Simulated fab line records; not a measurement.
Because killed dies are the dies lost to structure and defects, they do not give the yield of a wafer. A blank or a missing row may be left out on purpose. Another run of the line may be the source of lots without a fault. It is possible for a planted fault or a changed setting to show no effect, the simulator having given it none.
Chamber matching	flow sky130	4 sister chambers for SKY_LI_CONTACT_CMP_02 on cmp-02
The step polishes PSG. 4 wafers are shown with their chamber, then 8 later ones without.

== WAFERS WITH THEIR CHAMBER ==
wafer	chamber	motorCurrentA (A)
L628.4	3	10.9
L637.1	1	11.6
L637.6	0	13.5
L638.1	2	10.5

== WAFERS WITHOUT THEIR CHAMBER ==
wafer	motorCurrentA (A)
L638.4	11.9
L638.6	11.6
L639.1	11.8
L639.4	11.6
L639.6	11.5
L641.2	11.7
L641.5	10.0
L641.6	10.9

== CHAMBER TAKEN BY EACH ==
wafer	from the rows above	in truth
L638.4	1	1
L638.6	1	1
L639.1	1	1
L639.4	1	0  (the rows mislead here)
L639.6	1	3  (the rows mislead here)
L641.2	1	1
L641.5	can't be placed: 2 or 3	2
L641.6	can't be placed: 3 or 2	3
Correctly placed: 4 of 8. From these rows, 2 cannot be placed; in 2 the true chamber is one of the candidates. Number placed wrongly: 2.
How it was worked out, from the rows above alone: a wafer's distance from a chamber is the root of the sum, over the readings, of the square of ((its reading less the chamber's mean) divided by the reading's scatter). If the next closest chamber is less than 2 further off than the closest, the wafer can't be placed; otherwise it belongs to the closest. The mean given for a chamber averages the wafers shown for that chamber. The scatter: root of mean squared gap, hidden wafer to nearest shown wafer, with one shown wafer a chamber.
